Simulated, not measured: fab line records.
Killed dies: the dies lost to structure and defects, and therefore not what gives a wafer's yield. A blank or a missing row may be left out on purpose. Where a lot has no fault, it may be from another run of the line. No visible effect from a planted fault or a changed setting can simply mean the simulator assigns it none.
fab line records    flow sky130
record lots=6  wafers=18  last-day=50
route steps=708 shown VIA4@651 METAL5@661 PAD_OPEN@708
lots with no fault: from the same line, run without faults
start-h: hours from the record's opening day to when the first of the lot's shown wafers began    wait-h: time in hours since the lot's previous step    " as in the row above    L1.1+2: several wafers, shown together as one row    - either no value or no given start    * or withheld: withheld    < > ~ a bound
route shown NAME@n: NAME is a module with steps in the file, n the number in the route of the first one    usual: mean/standard deviation of fault-free wafers    same: alike in all rows    chamber/n: place in a boat    sites: the reading at each site    _std_site: standard deviation across them    _edge_site: mean of outer sites minus mean of inner sites    radius-mm: how far each site lies from the wafer's centre    mask NAME#n: copy n    behind: tool/chamber where the wafer was last shaped    hold: why the lot went on hold/how many hours it stayed there/how the hold came to an end    device: which transistor (n, p or np) failed to switch    end of line: the route-end tests of the same wafers    for a step that has no rows: nothing shown but its recipe    killed: dies that structure and defects cost at the first sort, which is not the same as the wafer's yield    map: the dies of a wafer, with x for killed, . for not killed, _ for no die there
set.NAME: the setting as run; set.NAME@STEP: as run at that earlier step    model.NAME: the simulator's own value behind a step, which no gauge read
a table for each step, a row for each wafer; lots at some steps of the route
services: when a tool's chamber went out of use (start-h, in hours from the record's first day, below 0 if earlier), for how many hours, and the reason
## steps
# step SKY_VIA4_ETCH_12
# recipe target=SiO2  chemistry=C4F8/O2/Ar  stop-on=TiN  mask-material=NOVOLAK  source-w=1500  bias-w=1200  pressure-mtorr=40  c4f8-flow-sccm=withheld  O2_flow_sccm=6  Ar_flow_sccm=300  time-s=withheld  target-depth-a=5800
# step SKY_VIA4_STRIP_13
# recipe chemistry=O2/N2  power-w=1400  pressure-mtorr=1500  platen-temp-c=withheld  o2-flow-sccm=3000  n2-flow-sccm=300  overash-fraction=0.5
# step SKY_VIA4_STRIP_14
# recipe chemistry=post-etch-residue-remover  time-s=1200  temp-c=72.5
# step SKY_VIA4_CLEAN_15
# recipe chemistry=IPA  time-s=180  temp-c=25
# step SKY_VIA4_CLEAN_16
# recipe chemistry=O3/DIW  dry=n2-spin
# step SKY_VIA4_SPUTTER_17
# recipe material=TiN  target-thk-nm=20  chamber-pressure-pa=5  power-w=4000  time-s=80
# usual cathode-dc-power-W=4000.0/0.67  throttle-valve-pct=30.1/0.99
lot.wafer  tool            chamber  start-h  wait-h  cathode-dc-power-W  throttle-valve-pct
L626.3     pvd-sputter-02  -        1042.06  0.0     4000.8              31.3
L626.4     "               -        "        "       4000.9              28.6
L626.5     "               -        "        "       3999.0              29.9
L629.1     pvd-sputter-02  -        1060.19  0.0     3999.4              31.3
L629.2     "               -        "        "       3999.5              31.3
L629.4     "               -        "        "       3999.7              30.3
L631.1     pvd-sputter-03  -        1079.55  0.0     3999.5              29.4
L631.3     "               -        "        "       3998.9              29.4
L631.6     "               -        "        "       4000.0              31.4
L634.2     pvd-sputter-03  -        1092.15  0.0     3999.8              29.6
L634.4     "               -        "        "       3998.5              31.1
L634.6     "               -        "        "       3999.8              31.4
L635.1     pvd-sputter-03  -        1098.40  0.0     4000.0              31.4
L635.2     "               -        "        "       4000.1              29.6
L635.6     "               -        "        "       3999.5              29.7
L643.3     pvd-sputter-03  -        1137.37  0.0     4000.1              29.4
L643.4     "               -        "        "       4000.0              29.4
L643.6     "               -        "        "       4000.0              31.3
# step SKY_VIA4_CVD_18
# recipe material=W  target-thk-nm=505  time-s=152.14  temp-c=400  pressure-torr=40
# usual heater-power-w=843/66
lot.wafer  tool      chamber  start-h  wait-h  heater-power-w
L626.3     cvd-w-02  1        1042.17  0.1     774
L626.4     "         0        "        "       834
L626.5     "         0        "        "       831
L629.1     cvd-w-01  0        1060.25  0.0     931
L629.2     "         1        "        "       895
L629.4     "         0        "        "       938
L631.1     cvd-w-02  1        1079.61  0.0     769
L631.3     "         0        "        "       809
L631.6     "         1        "        "       773
L634.2     cvd-w-02  0        1092.22  0.0     854
L634.4     "         0        "        "       829
L634.6     "         1        "        "       774
L635.1     cvd-w-02  0        1098.56  0.1     828
L635.2     "         1        "        "       753
L635.6     "         0        "        "       842
L643.3     cvd-w-02  1        1137.48  0.1     782
L643.4     "         0        "        "       825
L643.6     "         0        "        "       839
# step SKY_VIA4_RS_MEAS_19
# recipe thk-meas-gauge=four-point-probe  reads=W_of_VIA4_CVD_18+TiN_of_VIA4_SPUTTER_17
# usual VIA4_W_RS=0.227/0.0034
lot.wafer  tool           chamber  start-h  wait-h  VIA4_W_RS[ohm/sq]
L626.3     film-metro-02  -        1042.31  0.1     0.228
L626.4     "              -        "        "       0.223
L626.5     "              -        "        "       0.226
L629.1     film-metro-01  -        1060.41  0.1     0.227
L629.2     "              -        "        "       0.232
L629.4     "              -        "        "       0.229
L631.1     film-metro-02  -        1079.76  0.1     0.228
L631.3     "              -        "        "       0.224
L631.6     "              -        "        "       0.231
L634.2     film-metro-04  -        1092.39  0.1     0.222
L634.4     "              -        "        "       0.223
L634.6     "              -        "        "       0.231
L635.1     film-metro-04  -        1098.71  0.1     0.224
L635.2     "              -        "        "       0.228
L635.6     "              -        "        "       0.226
L643.3     film-metro-01  -        1137.62  0.1     0.229
L643.4     "              -        "        "       0.223
L643.6     "              -        "        "       0.222
# step SKY_VIA4_THK_MEAS_20
# recipe thk-meas-gauge=xrf  reads=W_of_VIA4_CVD_18
# usual VIA4_W_THK=491/7.9
lot.wafer  tool           chamber  start-h  wait-h  VIA4_W_THK[nm]
L626.3     film-metro-02  -        1042.41  0.1     491
L626.4     "              -        "        "       501
L626.5     "              -        "        "       492
L629.1     film-metro-01  -        1060.53  0.1     493
L629.2     "              -        "        "       484
L629.4     "              -        "        "       488
L631.1     film-metro-02  -        1079.88  0.1     488
L631.3     "              -        "        "       497
L631.6     "              -        "        "       487
L634.2     film-metro-04  -        1092.50  0.1     501
L634.4     "              -        "        "       498
L634.6     "              -        "        "       482
L635.1     film-metro-04  -        1098.83  0.1     498
L635.2     "              -        "        "       487
L635.6     "              -        "        "       495
L643.3     film-metro-01  -        1137.72  0.1     490
L643.4     "              -        "        "       504
L643.6     "              -        "        "       510
# step SKY_VIA4_CMP_21
# recipe stop-on=SiO2  t-overpolish-s=25  down-force-psi=3.5  platen-rpm=60  target-thk-nm=0  pad-velocity-m-s=0.94248
# step SKY_METAL5_SPUTTER_00
# recipe material=Ti  target-thk-nm=15  power-w=3000  time-s=10  chamber-pressure-pa=0.4
# usual cathode-dc-power-W=3000.0/0.53  throttle-valve-pct=30.2/1.2
lot.wafer  tool            chamber  start-h  wait-h  cathode-dc-power-W  throttle-valve-pct
L626.3     pvd-sputter-02  -        1042.75  0.1     2999.4              31.5
L626.4     "               -        "        "       3000.1              28.8
L626.5     "               -        "        "       2999.6              31.1
L629.1     pvd-sputter-01  -        1060.89  0.2     2999.8              32.8
L629.2     "               -        "        "       3000.2              28.9
L629.4     "               -        "        "       2999.2              30.0
L631.1     pvd-sputter-02  -        1080.24  0.2     3000.4              28.6
L631.3     "               -        "        "       2999.7              31.3
L631.6     "               -        "        "       3000.3              31.3
L634.2     pvd-sputter-02  -        1092.85  0.1     3000.3              31.3
L634.4     "               -        "        "       3000.6              31.1
L634.6     "               -        "        "       3000.4              28.5
L635.1     pvd-sputter-01  -        1099.34  0.1     2999.5              31.4
L635.2     "               -        "        "       2999.9              28.7
L635.6     "               -        "        "       2999.0              30.1
L643.3     pvd-sputter-04  -        1138.06  0.1     3000.4              30.7
L643.4     "               -        "        "       3000.1              28.9
L643.6     "               -        "        "       2999.2              29.1
# step SKY_METAL5_SPUTTER_01
# recipe material=TiN  target-thk-nm=20  power-w=6500  time-s=16.7  chamber-pressure-pa=0.4
# step SKY_METAL5_SPUTTER_02
# recipe material=AlCu  target-thk-nm=1150  power-w=10600  time-s=61.2  chamber-pressure-pa=0.4
# usual cathode-dc-power-W=10600/1.9  throttle-valve-pct=30.2/1.2
lot.wafer  tool            chamber  start-h  wait-h  cathode-dc-power-W  throttle-valve-pct  model.AlCu_of_METAL5_SPUTTER_02.thk-nm
L626.3     pvd-sputter-02  -        1042.80  0.0     10600               31.3                1148
L626.4     "               -        "        "       10600               28.5                1150
L626.5     "               -        "        "       10603               31.1                1148
L629.1     pvd-sputter-01  -        1060.93  0.0     10602               32.8                1158
L629.2     "               -        "        "       10602               28.8                1163
L629.4     "               -        "        "       10597               30.3                1159
L631.1     pvd-sputter-02  -        1080.29  0.0     10600               28.7                1146
L631.3     "               -        "        "       10599               31.4                708.9
L631.6     "               -        "        "       10602               31.3                716
L634.2     pvd-sputter-02  -        1092.90  0.0     10601               31.6                1153
L634.4     "               -        "        "       10596               31.4                1146
L634.6     "               -        "        "       10603               28.5                720.1
L635.1     pvd-sputter-01  -        1099.39  0.0     10599               31.3                1143
L635.2     "               -        "        "       10600               28.5                1156
L635.6     "               -        "        "       10601               30.0                1155
L643.3     pvd-sputter-04  -        1138.11  0.0     10600               30.3                1153
L643.4     "               -        "        "       10599               28.7                1161
L643.6     "               -        "        "       10601               29.4                1170
# step SKY_METAL5_SPUTTER_03
# recipe material=Ti  target-thk-nm=5  power-w=3000  time-s=3.3  chamber-pressure-pa=0.4
# step SKY_METAL5_SPUTTER_04
# recipe material=TiN  target-thk-nm=70  power-w=6500  time-s=58.3  chamber-pressure-pa=0.3919
# step SKY_METAL5_RS_MEAS_05
# recipe thk-meas-gauge=four-point-probe  reads=TiN_of_METAL5_SPUTTER_04+Ti_of_METAL5_SPUTTER_03+AlCu_of_METAL5_SPUTTER_02+TiN_of_METAL5_SPUTTER_01+Ti_of_METAL5_SPUTTER_00
# usual METAL5_ALCU_RS=0.02693/0.00029
lot.wafer  tool           chamber  start-h  wait-h  METAL5_ALCU_RS[ohm/sq]
L626.3     film-metro-01  -        1042.96  0.1     0.02714
L626.4     "              -        "        "       0.02706
L626.5     "              -        "        "       0.02717
L629.1     film-metro-03  -        1061.05  0.0     0.02682
L629.2     "              -        "        "       0.0267
L629.4     "              -        "        "       0.02675
L631.1     film-metro-03  -        1080.41  0.0     0.02712
L631.3     "              -        "        "       0.04394
L631.6     "              -        "        "       0.04349
L634.2     film-metro-02  -        1093.03  0.0     0.02703
L634.4     "              -        "        "       0.02722
L634.6     "              -        "        "       0.04352
L635.1     film-metro-03  -        1099.51  0.0     0.02716
L635.2     "              -        "        "       0.0269
L635.6     "              -        "        "       0.02692
L643.3     film-metro-03  -        1138.27  0.1     0.02698
L643.4     "              -        "        "       0.02677
L643.6     "              -        "        "       0.02651
# step SKY_METAL5_THK_MEAS_06
# recipe thk-meas-gauge=xrf  reads=AlCu_of_METAL5_SPUTTER_02
# usual METAL5_ALCU_THK=1154/15
lot.wafer  tool           chamber  start-h  wait-h  METAL5_ALCU_THK[nm]
L626.3     film-metro-01  -        1043.06  0.1     1133
L626.4     "              -        "        "       1144
L626.5     "              -        "        "       1138
L629.1     film-metro-03  -        1061.17  0.1     1174
L629.2     "              -        "        "       1175
L629.4     "              -        "        "       1163
L631.1     film-metro-03  -        1080.53  0.1     1154
L631.3     "              -        "        "       710
L631.6     "              -        "        "       716
L634.2     film-metro-02  -        1093.14  0.1     1145
L634.4     "              -        "        "       1143
L634.6     "              -        "        "       715
L635.1     film-metro-03  -        1099.63  0.1     1144
L635.2     "              -        "        "       1160
L635.6     "              -        "        "       1155
L643.3     film-metro-03  -        1138.37  0.1     1158
L643.4     "              -        "        "       1167
L643.6     "              -        "        "       1172
# step SKY_METAL5_DEHYDRATE_07
# recipe temp-c=200  time-s=60
# step SKY_METAL5_HMDS_08
# recipe prime-time-s=60  prime-temp-c=120
# step SKY_METAL5_COAT_09
# recipe resist=NOVOLAK  spin-rpm=3000  resist-thk-nm=1800
# step SKY_METAL5_SOFTBAKE_10
# recipe temp-c=90  time-s=60  resist=NOVOLAK
# step SKY_METAL5_EXPOSE_11
# recipe mask-id=MM5  na=0.6  source-shape=conventional  sigma-outer=0.6  polarization=unpolarized  target-cd-nm=1600  dose-mj=190
# step SKY_METAL5_PEB_12
# recipe temp-c=withheld  time-s=*  resist=NOVOLAK
# step SKY_METAL5_DEVELOP_13
# recipe resist=NOVOLAK  developer=TMAH  develop-time-s=60  dev-temp-c=23
# step SKY_METAL5_DESCUM_14
# recipe chemistry=O2  source-power-w=150  bias-power-w=0  pressure-mtorr=10  temp-c=40  time-s=11
# usual chamber-pressure-mTorr=10.000/0.01  drypump-motor-current-A=6.1/0.55  he-backside-leak-sccm=3.6/0.36  oes-product-au=1.000/0.011  rf-fwd-power-W=147.1/0.6
lot.wafer  tool          chamber  start-h  wait-h  chamber-pressure-mTorr  drypump-motor-current-A  he-backside-leak-sccm  oes-product-au  rf-fwd-power-W  rf-hours-counter-h
L626.3     rie-metal-04  1        1064.24  0.1     9.985                   6.0                      3.6                    0.993           147.2           -
L626.4     "             0        "        "       9.985                   6.6                      3.3                    1.010           147.2           -
L626.5     "             0        "        "       9.994                   6.6                      3.2                    1.005           147.5           -
L629.1     rie-metal-03  1        1081.43  0.1     9.996                   6.3                      3.6                    1.021           146.8           23
L629.2     "             0        "        "       9.999                   6.0                      3.2                    1.005           146.4           7
L629.4     "             1        "        "       10.009                  6.3                      3.6                    1.025           146.8           -
L631.1     rie-metal-04  0        1101.05  0.1     9.991                   6.6                      3.6                    0.999           147.2           23
L631.3     "             0        "        "       10.000                  6.6                      3.8                    1.003           146.9           -
L631.6     "             0        "        "       9.999                   6.6                      3.8                    1.005           146.8           -
L634.2     rie-metal-02  1        1113.03  0.1     9.982                   6.6                      3.6                    0.985           146.2           21
L634.4     "             1        "        "       10.003                  6.6                      3.5                    0.979           146.2           -
L634.6     "             1        "        "       10.015                  6.6                      3.7                    0.980           146.7           -
L635.1     rie-metal-02  0        1119.40  0.1     10.022                  5.0                      3.6                    0.983           147.3           17
L635.2     "             1        "        "       9.988                   6.6                      3.5                    0.980           146.0           21
L635.6     "             1        "        "       9.998                   6.6                      3.1                    0.981           146.2           -
L643.3     rie-metal-04  0        1156.41  0.1     9.999                   6.6                      3.6                    1.013           146.9           -
L643.4     "             1        "        "       9.999                   6.0                      3.5                    0.997           148.2           -
L643.6     "             0        "        "       10.001                  6.6                      3.6                    1.014           147.1           -
# step SKY_METAL5_METAL_ETCH_15
# recipe target-depth-a=12600  stop-on=SiO2  over-etch-frac=0.2  time-s=252  chemistry=Cl2/BCl3  resist-sidewall-deg=86  pressure-mtorr=10  icp-w=900  bias-w=48.5  Cl2_flow_sccm=60  bcl3-flow-sccm=30
# usual chamber-pressure-mTorr=10.001/0.0098  drypump-motor-current-A=6.1/0.55  he-backside-leak-sccm=3.51/0.15  oes-product-au=0.895/0.0048  rf-fwd-power-W=897.6/2.7  throttle-valve-pct=22.266/0.0093
# same over-etch-frac=0.2
lot.wafer  tool          chamber  start-h  wait-h  chamber-pressure-mTorr  drypump-motor-current-A  he-backside-leak-sccm  oes-product-au  rf-fwd-power-W  rf-hours-counter-h  throttle-valve-pct
L626.3     rie-metal-04  1        1064.34  0.1     10.004                  6.0                      3.38                   0.894           896.8           -                   22.274
L626.4     "             0        "        "       9.994                   6.6                      3.65                   0.890           898.3           -                   22.269
L626.5     "             0        "        "       9.978                   6.6                      3.57                   0.895           892.7           -                   22.262
L629.1     rie-metal-03  1        1081.47  0.0     9.979                   6.3                      3.41                   0.896           895.9           23                  22.260
L629.2     "             0        "        "       10.007                  6.0                      3.26                   0.901           897.1           7                   22.257
L629.4     "             1        "        "       9.983                   6.3                      3.46                   0.890           896.5           -                   22.263
L631.1     rie-metal-04  0        1101.09  0.0     9.998                   6.6                      3.32                   0.888           898.3           23                  22.266
L631.3     "             0        "        "       9.996                   6.6                      3.45                   0.724           898.8           -                   22.275
L631.6     "             0        "        "       9.993                   6.6                      3.61                   0.720           900.5           -                   22.267
L634.2     rie-metal-02  1        1113.07  0.0     9.986                   6.6                      3.58                   0.900           894.5           21                  22.269
L634.4     "             1        "        "       9.995                   6.6                      3.51                   0.891           895.3           -                   22.245
L634.6     "             1        "        "       9.997                   6.6                      3.82                   0.718           896.0           -                   22.278
L635.1     rie-metal-02  0        1119.44  0.0     10.003                  5.0                      3.52                   0.893           900.2           17                  22.255
L635.2     "             1        "        "       9.981                   6.6                      3.52                   0.901           895.9           21                  22.251
L635.6     "             1        "        "       10.001                  6.6                      3.59                   0.896           894.3           -                   22.249
L643.3     rie-metal-04  0        1156.51  0.1     10.009                  6.6                      3.66                   0.898           899.6           -                   22.276
L643.4     "             1        "        "       10.005                  6.0                      3.48                   0.889           896.2           -                   22.265
L643.6     "             0        "        "       9.990                   6.6                      3.53                   0.896           896.0           -                   22.262
# step SKY_METAL5_STRIP_16
# recipe chemistry=O2/N2  power-w=1400  pressure-mtorr=1500  platen-temp-c=withheld  o2-flow-sccm=3000  n2-flow-sccm=300  overash-fraction=0.5
# usual chamber-pressure-mTorr=1500.1/1.3  drypump-motor-current-A=5.9/0.54  oes-product-au=0.710/0.0051  strip-time-to-endpoint-s=13.07/0.15
lot.wafer  tool             chamber  start-h  wait-h  chamber-pressure-mTorr  drypump-motor-current-A  oes-product-au  rf-hours-counter-h  strip-time-to-endpoint-s
L626.3     plasma-asher-04  1        1064.53  0.1     1498.4                  6.2                      0.709           -                   13.11
L626.4     "                0        "        "       1501.9                  6.4                      0.708           -                   13.03
L626.5     "                1        "        "       1499.4                  6.2                      0.703           -                   13.01
L629.1     plasma-asher-04  0        1081.70  0.2     1500.4                  6.5                      0.712           64                  12.81
L629.2     "                1        "        "       1498.1                  6.2                      0.705           64                  13.04
L629.4     "                0        "        "       1499.2                  6.5                      0.703           -                   12.76
L631.1     plasma-asher-04  0        1101.32  0.2     1499.9                  6.5                      0.713           66                  13.03
L631.3     "                0        "        "       1500.9                  6.4                      0.704           -                   13.03
L631.6     "                1        "        "       1500.5                  6.2                      0.706           -                   12.94
L634.2     plasma-asher-04  1        1113.30  0.2     1498.8                  6.2                      0.708           67                  13.21
L634.4     "                0        "        "       1498.7                  6.5                      0.709           -                   13.21
L634.6     "                1        "        "       1501.7                  6.2                      0.707           -                   13.23
L635.1     plasma-asher-01  1        1119.67  0.2     1500.8                  6.2                      0.704           38                  13.24
L635.2     "                0        "        "       1499.9                  4.8                      0.715           38                  13.32
L635.6     "                1        "        "       1499.0                  6.3                      0.721           -                   13.32
L643.3     plasma-asher-01  1        1156.70  0.1     1499.1                  6.2                      0.705           -                   12.85
L643.4     "                0        "        "       1498.9                  4.8                      0.715           -                   13.03
L643.6     "                1        "        "       1500.2                  6.2                      0.712           -                   12.82
# step SKY_PAD_OPEN_PROBE_99
# usual defect-limited-yield=82.4/1.7  killed_at_M0_to_M3=43/6.4  killed_at_M4_up=3.5/1.8  killed-at-contacts=25/5.7  killed-at-front-end=15/3.9  killed-at-other=0.3/0.67  killed-dies=87/8.6  killed-open=47/6.7  killed-short=39/5.9  sort_bin_3_pad_short=0.9/0.43  sort_bin_5_function=10.4/1.3  sort_bin_6_memory=6.3/1.1  sort-n-pass=405/8.6  sort-yield-pct=82.4/1.7
# same gross-dies=492  killed-at-back-side=0  sort_bin_4_leakage[%]=0  sort_bin_8_speed[%]=0
lot.wafer  tool       chamber  start-h  wait-h  defect-limited-yield[%]  killed_at_M0_to_M3  killed_at_M4_up  killed-at-contacts  killed-at-front-end  killed-at-other  killed-dies  killed-open  killed-short  sort_bin_3_pad_short[%]  sort_bin_5_function[%]  sort_bin_6_memory[%]  sort-n-pass  sort-yield-pct[%]  model.etest.via4-chain.rc-ohm  model.etest.met5.rs-ohm-sq  model.etest.met5.line-ohm-um
L626.3     prober-01  -        1109.23  0.2     83.1                     47                  5                20                  11                   0                83           41           42            0.6                      9.6                     6.7                   409          83.1               0.7992                         0.02678                     0.01679
L626.4     prober-01  -        1109.28  0.2     83.1                     38                  6                26                  12                   1                83           45           38            1.0                      8.3                     7.5                   409          83.1               0.8394                         0.02698                     0.01687
L626.5     prober-01  -        1109.33  0.2     80.9                     47                  8                30                  9                    0                94           47           46            0.6                      10.2                    8.3                   398          80.9               0.8                            0.02727                     0.01707
L629.1     prober-02  -        1125.42  0.1     83.7                     41                  2                22                  13                   2                80           45           35            1.2                      8.7                     6.3                   412          83.7               0.8296                         0.02694                     0.0168
L629.2     prober-02  -        1125.47  0.1     80.9                     42                  2                29                  21                   0                94           61           32            1.2                      11.8                    6.1                   398          80.9               0.8151                         0.02705                     0.01698
L629.4     prober-02  -        1125.57  0.2     80.7                     46                  6                22                  21                   0                95           46           49            1.8                      11.6                    5.9                   397          80.7               0.799                          0.0271                      0.01682
L631.1     prober-01  -        1143.98  0.1     81.5                     48                  1                23                  17                   2                91           42           49            2.0                      10.4                    6.1                   401          81.5               0.8123                         0.02734                     0.0171
L631.3     prober-01  -        1144.08  0.2     83.1                     40                  3                25                  15                   0                83           46           37            0.2                      11.2                    5.5                   409          83.1               0.8609                         0.0443                      0.02776
L631.6     prober-01  -        1144.23  0.2     82.7                     45                  6                19                  15                   0                85           49           36            1.2                      8.7                     7.3                   407          82.7               0.8448                         0.0444                      0.02778
L634.2     prober-01  -        1154.39  0.1     81.7                     43                  1                26                  20                   0                90           54           36            0.8                      12.8                    4.7                   402          81.7               0.8079                         0.0272                      0.01709
L634.4     prober-01  -        1154.49  0.2     83.5                     45                  5                21                  10                   0                81           43           38            1.2                      10.2                    5.1                   411          83.5               0.8416                         0.02728                     0.01717
L634.6     prober-01  -        1154.59  0.2     85.4                     24                  1                33                  14                   0                72           41           31            0.4                      9.8                     4.5                   420          85.4               0.8296                         0.0434                      0.02734
L635.1     prober-02  -        1159.86  0.1     84.1                     38                  2                26                  11                   1                78           37           41            1.4                      8.3                     6.1                   414          84.1               0.7975                         0.02719                     0.01713
L635.2     prober-02  -        1159.91  0.1     83.7                     46                  2                16                  16                   0                80           44           36            0.6                      9.8                     5.9                   412          83.7               0.8409                         0.02695                     0.01693
L635.6     prober-02  -        1160.11  0.2     82.7                     49                  2                16                  16                   2                85           44           40            0.6                      10.8                    5.9                   407          82.7               0.7966                         0.0268                      0.01682
L643.3     prober-02  -        1192.59  0.2     83.9                     39                  1                23                  14                   2                79           42           36            0.6                      8.3                     7.1                   413          83.9               0.8185                         0.02696                     0.01696
L643.4     prober-02  -        1192.64  0.2     80.9                     53                  2                26                  11                   2                94           49           43            0.6                      12.2                    6.3                   398          80.9               0.7864                         0.02684                     0.01682
L643.6     prober-02  -        1192.74  0.2     81.3                     50                  3                23                  16                   0                92           51           41            0.6                      9.1                     8.9                   400          81.3               0.8153                         0.02657                     0.01664
# killed by level:class
L626.3 VIA1:geometric-particle:open=10 CONTACT:geometric-particle:open=9 VIA2:geometric-particle:open=6 VIA3:geometric-particle:open=6 VIA3:geometric-particle:short=6 POLY_GATE:geometric-particle:short=5 METAL2:geometric-particle:short=5 VIA2:geometric-particle:short=4
L626.4 VIA3:geometric-particle:open=8 LI_CONTACT:geometric-particle:open=7 LOCAL_INTERCONNECT:geometric-particle:short=6 VIA1:geometric-particle:open=6 FIELD_ISO:geometric-particle:open=5 CONTACT:geometric-particle:short=5 CONTACT:geometric-particle:open=5 METAL2:geometric-particle:short=5
L626.5 CONTACT:geometric-particle:open=13 VIA3:geometric-particle:open=9 METAL1:geometric-particle:short=7 VIA1:geometric-particle:short=6 VIA1:geometric-particle:open=6 METAL4:geometric-particle:short=6 LI_CONTACT:geometric-particle:open=5 CONTACT:geometric-particle:short=5
L629.1 CONTACT:geometric-particle:open=11 METAL1:geometric-particle:short=9 VIA1:geometric-particle:open=9 LI_CONTACT:geometric-particle:open=6 FIELD_ISO:geometric-particle:open=4 METAL2:geometric-particle:short=4 VIA2:geometric-particle:open=4 VIA2:geometric-particle:short=4
L629.2 VIA3:geometric-particle:open=11 CONTACT:geometric-particle:open=11 VIA1:geometric-particle:open=11 FIELD_ISO:geometric-particle:open=6 LI_CONTACT:geometric-particle:open=6 LI_CONTACT:geometric-particle:short=5 FIELD_ISO:geometric-particle:short=4 POLY_GATE:geometric-particle:open=4
L629.4 CONTACT:geometric-particle:open=8 VIA1:geometric-particle:open=8 VIA3:geometric-particle:open=7 FIELD_ISO:geometric-particle:short=6 CONTACT:geometric-particle:short=6 METAL4:geometric-particle:short=5 LOCAL_INTERCONNECT:geometric-particle:short=5 METAL2:geometric-particle:short=5
L631.1 VIA1:geometric-particle:open=10 LI_CONTACT:geometric-particle:open=9 METAL2:geometric-particle:short=8 FIELD_ISO:geometric-particle:short=6 VIA1:geometric-particle:short=6 CONTACT:geometric-particle:open=6 METAL1:geometric-particle:short=6 VIA3:geometric-particle:open=5
L631.3 VIA1:geometric-particle:open=10 CONTACT:geometric-particle:open=8 LI_CONTACT:geometric-particle:open=7 VIA2:geometric-particle:open=7 METAL2:geometric-particle:short=5 LOCAL_INTERCONNECT:geometric-particle:short=5 METAL1:geometric-particle:short=5 FIELD_ISO:geometric-particle:open=4
L631.6 VIA1:geometric-particle:open=12 VIA3:geometric-particle:open=9 METAL1:geometric-particle:short=7 CONTACT:geometric-particle:open=6 METAL2:geometric-particle:short=6 FIELD_ISO:geometric-particle:short=4 LI_CONTACT:geometric-particle:open=4 FIELD_ISO:geometric-particle:open=4
L634.2 CONTACT:geometric-particle:open=11 VIA1:geometric-particle:open=10 VIA3:geometric-particle:open=9 LI_CONTACT:geometric-particle:open=8 VIA1:geometric-particle:short=8 FIELD_ISO:geometric-particle:open=6 FIELD_ISO:geometric-particle:short=6 CONTACT:geometric-particle:short=6
L634.4 VIA1:geometric-particle:open=15 CONTACT:geometric-particle:short=8 CONTACT:geometric-particle:open=6 VIA1:geometric-particle:short=5 LOCAL_INTERCONNECT:geometric-particle:short=4 VIA3:geometric-particle:open=4 METAL1:geometric-particle:short=4 METAL2:geometric-particle:short=4
L634.6 LI_CONTACT:geometric-particle:open=11 CONTACT:geometric-particle:open=11 POLY_GATE:geometric-particle:short=7 VIA1:geometric-particle:short=7 LOCAL_INTERCONNECT:geometric-particle:short=6 VIA3:geometric-particle:open=6 VIA1:geometric-particle:open=4 CONTACT:geometric-particle:short=3
L635.1 LOCAL_INTERCONNECT:geometric-particle:short=8 VIA3:geometric-particle:open=8 LI_CONTACT:geometric-particle:open=6 VIA1:geometric-particle:open=6 POLY_GATE:geometric-particle:short=5 CONTACT:geometric-particle:open=5 METAL1:geometric-particle:short=5 METAL2:geometric-particle:short=5
L635.2 VIA1:geometric-particle:open=9 VIA3:geometric-particle:open=8 VIA2:geometric-particle:open=8 FIELD_ISO:geometric-particle:short=7 CONTACT:geometric-particle:open=5 LOCAL_INTERCONNECT:geometric-particle:open=4 METAL1:geometric-particle:short=4 METAL2:geometric-particle:short=4
L635.6 VIA1:geometric-particle:open=12 METAL2:geometric-particle:short=11 VIA3:geometric-particle:open=7 CONTACT:geometric-particle:open=6 POLY_GATE:geometric-particle:open=5 LOCAL_INTERCONNECT:geometric-particle:short=4 VIA1:geometric-particle:short=4 VIA2:geometric-particle:open=4
L643.3 VIA1:geometric-particle:open=11 CONTACT:geometric-particle:open=9 FIELD_ISO:geometric-particle:open=6 FIELD_ISO:geometric-particle:short=6 LI_CONTACT:geometric-particle:open=5 VIA3:geometric-particle:open=5 LOCAL_INTERCONNECT:geometric-particle:short=4 METAL1:geometric-particle:short=4
L643.4 VIA1:geometric-particle:open=14 LI_CONTACT:geometric-particle:open=7 CONTACT:geometric-particle:open=7 VIA2:geometric-particle:open=7 VIA3:geometric-particle:open=7 CONTACT:geometric-particle:short=6 METAL1:geometric-particle:short=6 VIA3:geometric-particle:short=5
L643.6 VIA1:geometric-particle:open=17 CONTACT:geometric-particle:open=8 VIA3:geometric-particle:open=6 METAL3:geometric-particle:short=5 POLY_GATE:geometric-particle:short=4 LI_CONTACT:geometric-particle:short=4 CONTACT:geometric-particle:short=4 VIA2:geometric-particle:short=4
## services
tool             chamber  start-h  hours  kind
pvd-sputter-03   1        1037.89  -      consumable-replace:kit
pvd-sputter-03   1        1037.89  18.0   scheduled-down
pvd-sputter-03   1        1037.89  18.0   vent-cycle
pvd-sputter-01   -        1044.31  0.9    repair
cvd-w-01         0        1051.17  1.4    repair
cvd-w-01         -        1071.84  28.1   pm
pvd-sputter-03   -        1078.05  0.8    repair
pvd-sputter-02   3        1085.66  -      consumable-replace:kit
pvd-sputter-02   3        1085.66  18.0   scheduled-down
pvd-sputter-02   3        1085.66  18.0   vent-cycle
rie-metal-03     1        1100.44  -      clean
rie-metal-03     1        1100.44  20.3   scheduled-down
rie-metal-03     1        1100.44  20.3   vent-cycle
rie-metal-03     0        1102.49  15.0   repair
pvd-sputter-01   3        1127.15  -      consumable-replace:kit
pvd-sputter-01   3        1127.15  18.0   scheduled-down
pvd-sputter-01   3        1127.15  18.0   vent-cycle
pvd-sputter-02   -        1130.96  3.2    repair
pvd-sputter-03   0        1134.35  -      consumable-replace:kit
pvd-sputter-03   0        1134.35  18.0   scheduled-down
pvd-sputter-03   0        1134.35  18.0   vent-cycle
cvd-w-01         -        1135.49  0.3    repair
pvd-sputter-04   3        1138.23  -      consumable-replace:kit
plasma-asher-04  -        1156.23  3.4    repair
## key
first-sign step=SKY_METAL5_RS_MEAS_05  reading=METAL5_ALCU_RS  direction=up  sigmas=58  usual=0.02693  struck=0.04365
effect step=SKY_METAL5_THK_MEAS_06  reading=METAL5_ALCU_THK  direction=down  sigmas=30  usual=1154  struck=714
effect step=SKY_METAL5_METAL_ETCH_15  reading=oes-product-au  direction=down  sigmas=36  usual=0.895  struck=0.720
model-effect step=SKY_METAL5_SPUTTER_02  value=AlCu_of_METAL5_SPUTTER_02.thk-nm  without=1147  struck=715
model-effect step=SKY_PAD_OPEN_PROBE_99  value=etest.via4-chain.rc-ohm  without=0.8035  struck=0.8451
met-at SKY_METAL5_SPUTTER_02
struck-wafers L631.3,L631.6,L634.6
onset-between 1042.80 1080.29
fault kind=process-parameter-drift  tool=pvd-sputter-02  chamber=-  onset-h=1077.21  steps=SKY_METAL5_SPUTTER_02  channel=target-thk-nm  offset=-431.52  shape=step  end-h=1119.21  scope=struck-wafers-only  acts-in=these-recipes-only  stated=1150
